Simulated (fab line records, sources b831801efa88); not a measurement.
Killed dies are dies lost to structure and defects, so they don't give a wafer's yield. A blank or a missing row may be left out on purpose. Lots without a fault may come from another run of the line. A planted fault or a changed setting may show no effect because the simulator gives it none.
Split-lot experiment | flow gf180mcu | 5 lots, 23 wafers read, on a route of 602 steps

THE SPLIT
At GF_DNWELL_COAT_02 (resist thk 3000 nm), the setting resist_thk_nm was moved away from the recipe's 3000 nm on 7 of the 23 wafers read, by -3.3% to +6.0%. The other wafers ran this setting at the recipe's value.

The reading is taken at the split's own step.

THE READING
coat_of_DNWELL_COAT_02.thk_nm (the simulator's own value, which no gauge read), in nm, at GF_DNWELL_COAT_02 (resist thk 3000 nm). The file gives no usual value for it. The 16 wafers here that ran the recipe average 2996 nm, standard deviation 9 nm.

wafer  | tool, chamber at the split | resist_thk_nm as run, nm | against the recipe | coat_of_DNWELL_COAT_02.thk_nm, nm | against lot-mates on the recipe
L074.1 | litho_track-01, 0          | 2900                     | -3.3%              | 2906                              | -97
L074.2 | litho_track-01, 0          | 3000                     | recipe             | 3010                              | -
L074.3 | litho_track-01, 0          | 3000                     | recipe             | 2998                              | -
L074.5 | litho_track-01, 0          | 3000                     | recipe             | 3001                              | -
L074.6 | litho_track-01, 0          | 2900                     | -3.3%              | 2898                              | -105
L077.2 | litho_track-01, 0          | 3000                     | recipe             | 3000                              | -
L077.4 | litho_track-01, 0          | 3000                     | recipe             | 3000                              | -
L077.3 | litho_track-01, 0          | 3000                     | recipe             | 2997                              | -
L077.5 | litho_track-01, 0          | 3000                     | recipe             | 2995                              | -
L077.6 | litho_track-01, 0          | 3000                     | recipe             | 3009                              | -
L079.1 | litho_track-03, 0          | 3000                     | recipe             | 3006                              | -
L079.3 | litho_track-03, 0          | 3000                     | recipe             | 3006                              | -
L079.2 | litho_track-03, 0          | 3180                     | +6.0%              | 3194                              | +188
L079.4 | litho_track-03, 0          | 3180                     | +6.0%              | 3187                              | +181
L079.5 | litho_track-03, 0          | 3180                     | +6.0%              | 3197                              | +191
L080.1 | litho_track-04, 0          | 3065                     | +2.2%              | 3055                              | +69
L080.2 | litho_track-04, 0          | 3065                     | +2.2%              | 3056                              | +70
L080.3 | litho_track-04, 0          | 3000                     | recipe             | 2990                              | -
L080.4 | litho_track-04, 0          | 3000                     | recipe             | 2984                              | -
L080.6 | litho_track-04, 0          | 3000                     | recipe             | 2983                              | -
L082.1 | litho_track-01, 0          | 3000                     | recipe             | 2987                              | -
L082.3 | litho_track-01, 0          | 3000                     | recipe             | 2989                              | -
L082.5 | litho_track-01, 0          | 3000                     | recipe             | 2982                              | -

THE FIT
A straight line over all 23 wafers: coat_of_DNWELL_COAT_02.thk_nm changes by +31.6 nm for each +1% of resist_thk_nm; r = +0.99; the points scatter about the line by 9.6 nm.
The same after taking each lot's own level away (the mean of its wafers on the recipe; 23 wafers): +31 nm for each +1%; r = +1.00; scatter 4.1 nm.
On that fit, the largest move of resist_thk_nm shifts the reading by 1.9e+02 nm.
The lots' own levels span 2985.7 to 3006.0 nm, that is 2.3 times the standard deviation above.
So the lot-to-lot level changes the slope little: the two slopes agree.
Check: with one of the wafers moved furthest among these (+6.0%) left out of the fit, the line predicts +186 nm for it against its lot-mates. It came out at +188 nm against them.

OTHER SPLITS ON THESE WAFERS
These wafers also went through other splits before the reading. Each is held against what the fit with the lots' levels taken away leaves over:
other split on the same wafers | wafers away from the commonest value | r with coat_of_DNWELL_COAT_02.thk_nm (lot level and that fit taken away)
GF_STI_COAT_07 resist_thk_nm   | 6                                    | +0.01
GF_STI_SOFTBAKE_08 temp_c      | 8                                    | -0.12

THE WHOLE CHAIN: every reading that the file lists as answering this split, in the file's order
step               | what it does       | reading                                                                        | change (the file's fit)              | r (the file's)
GF_DNWELL_COAT_02  | resist thk 3000 nm | coat_of_DNWELL_COAT_02.thk_nm (the simulator's own value, which no gauge read) | +31 nm for each +1% of the setting   | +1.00
GF_DNWELL_STRIP_08 | strips in O2/N2    | strip_time_to_endpoint_s                                                       | withheld for each +1% of the setting | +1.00

THE FILE'S OWN FIT
coat_of_DNWELL_COAT_02.thk_nm changes by +31 nm for each +1% of resist_thk_nm, r = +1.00.
